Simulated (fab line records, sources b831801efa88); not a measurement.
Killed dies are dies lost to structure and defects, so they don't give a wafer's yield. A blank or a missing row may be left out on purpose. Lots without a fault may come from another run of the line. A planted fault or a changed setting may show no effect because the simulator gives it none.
Chamber matching | flow gf180mcu | GF_V2_CMP_26 on cmp-02: 4 sister chambers
The step polishes, stops on SiO2, t overpolish 15 s, target thk 0 nm. 14 wafers are shown with their chamber, then 7 later ones without.

WAFERS WITH THEIR CHAMBER
wafer  | chamber | time_to_endpoint_s (s) | motor_current_A (A) | overpolish_run_s (s)
L428.2 | 2       | 84                     | 9.8                 | 15.001
L428.3 | 0       | 83                     | 10.1                | 15.005
L428.6 | 1       | 90                     | 10.6                | 15.010
L432.1 | 3       | 83                     | 9.6                 | 15.013
L432.3 | 0       | 86                     | 10.5                | 15.002
L432.6 | 3       | 82                     | 9.2                 | 15.005
L434.2 | 0       | 86                     | 10.7                | 15.000
L434.3 | 1       | 90                     | 10.1                | 14.993
L434.5 | 3       | 81                     | 9.3                 | 15.005
L440.4 | 2       | 86                     | 10.2                | 14.996
L440.5 | 2       | 85                     | 9.6                 | 14.997
L440.6 | 3       | 80                     | 8.7                 | 15.001
L442.4 | 1       | 87                     | 11.0                | 15.001
L442.5 | 1       | 86                     | 10.2                | 14.996

SIGNATURES (means of the wafers above)
reading            | chamber 0 | chamber 1 | chamber 2 | chamber 3 | scatter within a chamber
time_to_endpoint_s | 85.00     | 88.25     | 85.00     | 81.50     | 1.6
motor_current_A    | 10.433    | 10.475    | 9.867     | 9.200     | 0.361
overpolish_run_s   | 15.00233  | 15.00000  | 14.99800  | 15.00600  | 0.00518
Rule: a wafer's distance from a chamber is the root of the sum, over the readings, of the square of ((its reading less the chamber's mean) divided by the reading's scatter). The wafer belongs to the nearest chamber; if the next one is less than 2 further off, it can't be placed. The scatter: the root of (the sum of the squares of (reading less its chamber's mean) over the shown wafers, divided by (wafers less chambers)).

WAFERS WITHOUT THEIR CHAMBER
wafer  | time_to_endpoint_s (s) | motor_current_A (A) | overpolish_run_s (s)
L442.6 | 86                     | 9.6                 | 15.015
L448.2 | 83                     | 10.2                | 15.020
L448.4 | 83                     | 11.0                | 15.000
L448.5 | 85                     | 9.5                 | 14.998
L450.2 | 87                     | 10.4                | 15.027
L450.3 | 79                     | 9.7                 | 15.019
L450.5 | 86                     | 10.4                | 14.993

WHICH CHAMBER EACH WENT THROUGH
wafer  | from the rows above               | in truth
L442.6 | can't be placed: 2 or 0 or 3 or 1 | 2
L448.2 | can't be placed: 0 or 3 or 2 or 1 | 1
L448.4 | can't be placed: 0 or 2 or 1      | 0
L448.5 | can't be placed: 2 or 0 or 3      | 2
L450.2 | can't be placed: 0 or 1 or 2 or 3 | 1
L450.3 | 3                                 | 3
L450.5 | can't be placed: 2 or 0 or 1      | 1
Placed correctly: 1 of 7. Can't be placed from these rows: 6 (the true chamber is among the candidates in 6). Placed wrongly: 0.
